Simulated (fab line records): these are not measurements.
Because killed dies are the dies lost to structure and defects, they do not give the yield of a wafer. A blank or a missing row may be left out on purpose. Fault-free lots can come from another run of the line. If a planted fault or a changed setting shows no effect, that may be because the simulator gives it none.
What tool caused it? + flow sky130 + 6 lots with 18 wafers sampled at 2 steps, on a route of 708 steps

## WHAT EACH GAUGE READ, for each wafer
SKY_NWELL_OVL_MEAS_23.
| lot  | measured     | on         | NWELL_01_OVL (nm) |
|------|--------------|------------|-------------------|
| L394 | day 6 03:17  | overlay-02 | -1.8 -1.2 0.2     |
| L396 | day 6 14:20  | overlay-02 | - - -             |
| L398 | day 7 02:37  | overlay-01 | -0.4 0.0 -0.4     |
| L406 | day 9 01:47  | overlay-01 | -0.4 -0.6 -0.7    |
| L410 | day 10 05:32 | overlay-01 | -2.1 0.8 -1.8     |
| L412 | day 10 14:51 | overlay-02 | -2.9 -1.3 -1.5    |

## WHAT TOOL EACH LOT RAN ON (gives the tool, then ch and the chambers of the sampled wafers, and finally the start)
| lot  | SKY_NWELL_COAT_18                 |
|------|-----------------------------------|
| L394 | litho track-02 ch 0, day 5 18:13  |
| L396 | litho track-04, day 6 04:51       |
| L398 | litho track-04 ch 0, day 6 16:32  |
| L406 | litho track-03 ch 0, day 8 14:58  |
| L410 | litho track-04 ch 0, day 9 16:54  |
| L412 | litho track-03 ch 0, day 10 03:49 |
- SKY_NWELL_COAT_18: resist thk 3000 nm.

## THE ANSWER, worked out from the rows above alone
Rule: the lots themselves supply what counts as usual. The widest of any qualifying gaps counts: lots, ordered by their means at a reading, are off when they make up no more than a third of the lots, leave a main group of 4 or more, and stand apart from it by 3 or more times the standard deviation of that group's means. If all means in a main group match to the digits the tables above print for the reading, that group is not used. A lot without any number at a reading at which 4 lots or more have one is off too. The other lots that the step has rows for count as sound.
Off: L396, at SKY_NWELL_OVL_MEAS_23 (NWELL_01_OVL). Without a number there: L396. Main group: mean -0.9 nm, sd 0.55.
A tool fits if, at a process step before that reading, it ran every lot that is off, and no sound lot after the first of them. Gauges at SKY_NWELL_OVL_MEAS_23: tried the same way as those tools. No candidate that was tried fits.

## WHAT THE SIMULATOR PUT IN
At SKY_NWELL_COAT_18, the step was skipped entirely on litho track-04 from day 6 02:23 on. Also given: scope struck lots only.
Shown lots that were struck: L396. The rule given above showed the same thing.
